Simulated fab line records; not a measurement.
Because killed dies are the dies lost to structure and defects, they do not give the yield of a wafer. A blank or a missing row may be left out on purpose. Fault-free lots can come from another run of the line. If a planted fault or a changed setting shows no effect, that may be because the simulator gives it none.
Shared-tool check | flow sky130 | 11 lots and 33 wafers in the sample

WHY THIS WAS OPENED
2 of 11 lots carry a flag on the reading PASSIVATION_CVD_00_THK at SKY_PASSIVATION_THK_MEAS_01. Fault-free wafers read 90.2 nm, with a standard deviation of 1.1.
Rule: a lot is flagged in two cases, either no wafer of it has a number, or all its wafers with numbers fall more than 4 standard deviations from that mean. As for the other lots, they are considered sound.

lot  | measured     | on           | PASSIVATION_CVD_00_THK (nm), wafer by wafer | flag
L471 | day 43 19:49 | filmMetro-01 | 88.6 90.8 91.6                              | 
L472 | day 43 22:21 | filmMetro-02 | 89.4 90.6 90.2                              | 
L473 | day 44 13:29 | filmMetro-04 | 89.7 88.8 91.0                              | 
L474 | day 44 23:38 | filmMetro-01 | 88.7 90.1 91.0                              | 
L476 | day 45 11:37 | filmMetro-04 | 90.4 91.4 89.9                              | 
L478 | day 46 06:07 | filmMetro-04 | 89.7 89.3 89.6                              | 
L480 | day 46 12:53 | filmMetro-01 | 148.4 149.9 151.2                           | FLAGGED
L484 | day 47 11:17 | filmMetro-04 | 149.0 148.0 150.6                           | FLAGGED
L485 | day 48 00:20 | filmMetro-02 | 90.5 90.6 92.2                              | 
L488 | day 48 08:44 | filmMetro-02 | 88.8 91.5 91.5                              | 
L493 | day 49 14:28 | filmMetro-04 | 89.7 90.9 91.0                              | 
On average the flagged lots' numbers are 149.5 nm, which is +59.3 nm against the usual, or +54 standard deviations.

TOOL THAT RAN EACH LOT
2 process steps preceding the reading are held in the record, out of 708 steps in the route. Read each cell as the tool, then ch plus the chambers that the sampled wafers visited, then the start.
lot  | flag    | SKY_CAP2M_STRIP_14                  | SKY_PASSIVATION_CVD_00
L471 |         | plasmaAsher-04 ch 0,1, day 40 18:05 | pecvd-03 ch 1,2, day 43 19:48
L472 |         | plasmaAsher-04 ch 0,1, day 40 19:50 | pecvd-02 ch 0,2, day 43 22:20
L473 |         | plasmaAsher-02 ch 0,1, day 41 12:11 | pecvd-03 ch 1,2, day 44 13:28
L474 |         | plasmaAsher-04 ch 0,1, day 41 22:02 | pecvd-01 ch 0,1,2, day 44 23:37
L476 |         | plasmaAsher-02 ch 0,1, day 42 11:49 | pecvd-01 ch 0,1, day 45 11:34
L478 |         | plasmaAsher-01 ch 0,1, day 43 08:35 | pecvd-02 ch 1,2, day 46 06:06
L480 | FLAGGED | plasmaAsher-02 ch 0,1, day 43 16:40 | pecvd-01 ch 0,1, day 46 12:50
L484 | FLAGGED | plasmaAsher-04 ch 0, day 44 16:10   | pecvd-01 ch 0,1,2, day 47 11:16
L485 |         | plasmaAsher-04 ch 0,1, day 45 06:35 | pecvd-03 ch 0,1, day 48 00:19
L488 |         | plasmaAsher-01 ch 0,1, day 45 14:35 | pecvd-03 ch 0,2, day 48 08:42
L493 |         | plasmaAsher-02 ch 0,1, day 47 00:22 | pecvd-02 ch 0,1,2, day 49 14:27
What the steps here do:
- SKY_CAP2M_STRIP_14: strips in O2/N2.
- SKY_PASSIVATION_CVD_00: deposits SiO2, target thk 90 nm.
- SKY_PASSIVATION_THK_MEAS_01

FLAGGED OVER TOTAL, TOOL BY TOOL (the gauges that took the reading come last)
step                        | tool           | lots run | flagged | share of the flagged lots | sound lots run after its first flagged lot
SKY_CAP2M_STRIP_14          | plasmaAsher-01 | 2        | 0       | none                      | -
SKY_CAP2M_STRIP_14          | plasmaAsher-02 | 4        | 1       | some                      | 1 (L493)
SKY_CAP2M_STRIP_14          | plasmaAsher-04 | 5        | 1       | some                      | 1 (L485)
SKY_PASSIVATION_CVD_00      | pecvd-01       | 4        | 2       | all                       | 0
SKY_PASSIVATION_CVD_00      | pecvd-02       | 3        | 0       | none                      | -
SKY_PASSIVATION_CVD_00      | pecvd-03       | 4        | 0       | none                      | -
SKY_PASSIVATION_THK_MEAS_01 | filmMetro-01   | 3        | 1       | some                      | 0
SKY_PASSIVATION_THK_MEAS_01 | filmMetro-02   | 3        | 0       | none                      | -
SKY_PASSIVATION_THK_MEAS_01 | filmMetro-04   | 5        | 1       | some                      | 1 (L493)

WHAT THE TABLE PERMITS
1 row of the table ran every flagged lot: pecvd-01 at SKY_PASSIVATION_CVD_00.
- pecvd-01 at SKY_PASSIVATION_CVD_00: 2 of its 4 lots flagged. Last sound lot L476 at day 45 11:34, first flagged lot L480 at day 46 12:50; a fault beginning in between fits.
Left over: one tool, pecvd-01 at SKY_PASSIVATION_CVD_00.

WHAT THE SIMULATOR HAD PUT IN
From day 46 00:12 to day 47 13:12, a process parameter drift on pecvd-01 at SKY_PASSIVATION_CVD_00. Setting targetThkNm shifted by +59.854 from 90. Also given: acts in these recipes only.
Lots struck among those shown: L480, L484. Same finding as the rule above.
